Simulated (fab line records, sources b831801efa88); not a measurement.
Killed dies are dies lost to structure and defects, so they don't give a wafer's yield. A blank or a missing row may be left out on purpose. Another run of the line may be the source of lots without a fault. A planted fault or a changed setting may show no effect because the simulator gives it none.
Which of the tools did it? -- flow sky130 -- 11 lots with 33 wafers sampled at 3 steps, on a route of 708 steps

WHAT THE GAUGES SHOWED, per wafer
SKY_PASSIVATION_THK_MEAS_01.
lot,measured,on,PASSIVATION_CVD_00_THK (nm)
L774,day 43 23:40,film metro-02,91.7 91.4 90.7
L773,day 44 02:19,film metro-03,90.1 90.2 91.7
L775,day 44 08:59,film metro-02,91.2 93.0 92.6
L778,day 45 07:20,film metro-02,90.9 90.6 90.5
L777,day 45 10:11,film metro-03,89.3 90.5 92.5
L779,day 45 10:44,film metro-01,89.1 91.0 91.4
L781,day 46 05:27,film metro-01,90.0 89.3 89.9
L782,day 46 15:42,film metro-03,90.7 90.6 91.1
L784,day 46 16:21,film metro-01,72.9 89.7 92.0
L785,day 46 16:38,film metro-01,90.7 89.9 92.1
L794,day 49 02:13,film metro-02,89.1 89.4 90.0

WHAT TOOL EACH LOT RAN ON (gives the tool, then ch and the chambers of the sampled wafers, and finally the start)
lot,SKY_LOCAL_INTERCONNECT_METAL_ETCH_14,SKY_PASSIVATION_CVD_00
L774,"rie metal-01 ch 0,1, day 30 12:14","pecvd-02 ch 0,1,2, day 43 23:38"
L773,"rie metal-03 ch 0,1, day 30 13:32","pecvd-02 ch 1,2, day 44 02:17"
L775,"rie metal-03 ch 0,1, day 30 21:47","pecvd-02 ch 0,1,2, day 44 08:56"
L778,"rie metal-03 ch 0,1, day 32 03:11","pecvd-02 ch 0,1, day 45 07:19"
L777,"rie metal-02 ch 0,1, day 32 05:43","pecvd-03 ch 0,2, day 45 10:10"
L779,"rie metal-03 ch 0,1, day 32 06:37","pecvd-03 ch 0,1,2, day 45 10:41"
L781,"rie metal-02 ch 0,1, day 33 06:49","pecvd-02 ch 0,1,2, day 46 05:26"
L782,"rie metal-01 ch 0,1, day 33 16:37","pecvd-03 ch 1,2, day 46 15:41"
L784,"rie metal-01 ch 1, day 33 21:51","pecvd-02 ch 0,1, day 46 16:19"
L785,"rie metal-03 ch 1, day 34 01:33","pecvd-03 ch 0,1,2, day 46 16:37"
L794,"rie metal-02 ch 1, day 37 01:25","pecvd-03 ch 0,1, day 49 02:11"
- SKY_LOCAL_INTERCONNECT_METAL_ETCH_14: etches TiN in Cl2/BCl3, stops on PSG, target depth 110 nm, time 31.4 s.
- SKY_PASSIVATION_CVD_00: deposits SiO2, target thk 90 nm.

THE ANSWER, worked out from the rows above alone
Rule: the usual values come from the lots themselves. The widest of any qualifying gaps counts: lots, ordered by their means at a reading, are off when they make up no more than a third of the lots, leave a main group of 4 or more, and stand apart from it by 3 or more times the standard deviation of that group's means. The tables above print the reading to a certain number of digits; a main group whose means all agree to those digits is not used. Also off: a lot with no number at a reading for which 4 or more lots have one. Any other lot the step has rows for is counted as sound.
Off: at SKY_PASSIVATION_THK_MEAS_01 (PASSIVATION_CVD_00_THK), L784. Mean 90.7 nm and standard deviation 0.72 in the main group.
A tool fits if, at a process step before that reading, it ran every lot that is off, and no sound lot after the first of them. Those tools and the gauges at SKY_PASSIVATION_THK_MEAS_01 are tried in the same way. This does not decide it: 2 tools fit, namely rie metal-01 at SKY_LOCAL_INTERCONNECT_METAL_ETCH_14 and pecvd-02 at SKY_PASSIVATION_CVD_00.

WHAT WAS PUT IN BY THE SIMULATOR
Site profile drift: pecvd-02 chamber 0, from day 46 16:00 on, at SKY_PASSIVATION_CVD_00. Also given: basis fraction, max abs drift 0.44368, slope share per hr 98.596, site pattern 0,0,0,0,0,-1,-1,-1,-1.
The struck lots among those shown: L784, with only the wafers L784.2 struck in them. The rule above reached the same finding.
